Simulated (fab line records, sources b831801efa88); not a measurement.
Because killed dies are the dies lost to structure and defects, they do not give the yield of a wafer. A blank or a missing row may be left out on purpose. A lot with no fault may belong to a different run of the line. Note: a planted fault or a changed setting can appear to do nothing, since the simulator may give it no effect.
Chamber matching | flow sky130 | 4 sister chambers for SKY_FIELD_ISO_CMP_27 on cmp-02
The step polishes, stops on Si3N4, t overpolish 16 s, target thk 457.8 nm. 36 wafers are shown with their chamber, then 12 later ones without.

== EACH WAFER AND ITS CHAMBER ==
wafer  | chamber | motor-current-A (A) | time-to-endpoint-s (s) | overpolish-run-s (s)
L077.1 | 1       | 12.7                | 114                    | 16.020
L077.4 | 0       | 10.7                | 110                    | 15.997
L077.5 | 2       | 11.4                | 111                    | 16.007
L079.3 | 2       | 11.4                | 106                    | 15.992
L079.4 | 0       | 10.9                | 109                    | 16.016
L079.5 | 3       | 12.1                | 112                    | 16.004
L078.2 | 2       | 11.9                | 114                    | 16.009
L078.4 | 3       | 12.6                | 119                    | 16.016
L078.5 | 0       | 10.7                | 115                    | 16.012
L080.3 | 1       | 13.0                | 117                    | 15.997
L080.5 | 1       | 12.6                | 115                    | 15.986
L080.6 | 0       | 10.5                | 116                    | 15.989
L081.1 | 3       | 12.0                | 114                    | 16.002
L081.3 | 1       | 13.0                | 110                    | 16.005
L081.6 | 2       | 11.0                | 110                    | 15.986
L082.2 | 2       | 11.0                | 116                    | 16.009
L082.4 | 3       | 11.8                | 119                    | 16.008
L082.5 | 1       | 12.6                | 114                    | 15.990
L084.3 | 3       | 11.6                | 114                    | 15.999
L084.4 | 0       | 11.1                | 111                    | 15.996
L084.6 | 2       | 11.6                | 110                    | 16.009
L085.1 | 3       | 12.0                | 114                    | 16.008
L085.2 | 2       | 10.8                | 109                    | 15.999
L085.3 | 0       | 10.4                | 116                    | 15.997
L087.3 | 2       | 11.5                | 106                    | 16.005
L087.4 | 1       | 12.6                | 112                    | 15.992
L087.6 | 3       | 11.9                | 112                    | 15.999
L088.1 | 0       | 10.9                | 109                    | 15.992
L088.3 | 1       | 13.0                | 105                    | 16.012
L088.6 | 3       | 12.1                | 108                    | 16.015
L089.2 | 2       | 11.7                | 107                    | 15.995
L089.3 | 0       | 10.8                | 110                    | 15.976
L089.5 | 0       | 10.7                | 110                    | 15.993
L090.1 | 2       | 10.9                | 108                    | 16.000
L090.3 | 1       | 12.3                | 112                    | 16.003
L090.4 | 3       | 11.8                | 115                    | 15.993

SIGNATURES (means of the wafers above)
reading            | chamber 0 | chamber 1 | chamber 2 | chamber 3 | scatter within a chamber
motor-current-A    | 10.744    | 12.725    | 11.320    | 11.989    | 0.291
time-to-endpoint-s | 111.78    | 112.38    | 109.70    | 114.11    | 3.35
overpolish-run-s   | 15.99644  | 16.00062  | 16.00110  | 16.00489  | 0.00989
Rule: for a wafer and a chamber, the distance is found by dividing, reading by reading, the gap between the wafer's reading and the chamber's mean by the reading's scatter, squaring, summing and taking the root. If the next closest chamber is less than 2 further off than the closest, the wafer can't be placed; otherwise it belongs to the closest. The scatter: the root of (the sum of the squares of (reading less its chamber's mean) over the shown wafers, divided by (wafers less chambers)).

== WAFERS WHOSE CHAMBER IS MISSING ==
wafer  | motor-current-A (A) | time-to-endpoint-s (s) | overpolish-run-s (s)
L092.3 | 11.7                | 107                    | 15.980
L092.4 | 12.9                | 110                    | 15.993
L092.6 | 12.6                | 109                    | 15.996
L093.1 | 10.7                | 116                    | 15.998
L093.2 | 12.2                | 112                    | 16.014
L093.3 | 12.5                | 116                    | 15.991
L094.1 | 10.1                | 115                    | 15.997
L094.2 | 12.4                | 114                    | 16.006
L094.3 | 13.4                | 108                    | 16.002
L097.1 | 12.3                | 117                    | 16.005
L097.2 | 12.6                | 114                    | 15.996
L097.4 | 11.2                | 115                    | 15.995

== EACH ONE'S CHAMBER ==
wafer  | from the rows above               | in truth
L092.3 | can't be placed: 2 or 3 or 0 or 1 | 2
L092.4 | 1                                 | 1
L092.6 | can't be placed: 1 or 3           | 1
L093.1 | can't be placed: 0 or 2           | 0
L093.2 | can't be placed: 3 or 1           | 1
L093.3 | can't be placed: 1 or 3           | 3
L094.1 | 0                                 | 0
L094.2 | can't be placed: 1 or 3           | 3
L094.3 | 1                                 | 1
L097.1 | can't be placed: 3 or 1           | 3
L097.2 | can't be placed: 1 or 3           | 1
L097.4 | can't be placed: 2 or 0 or 3      | 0
Correct placement for 3 of the 12. These rows do not allow placing 9 (true chamber among the candidates in 9). 0 placed wrongly.
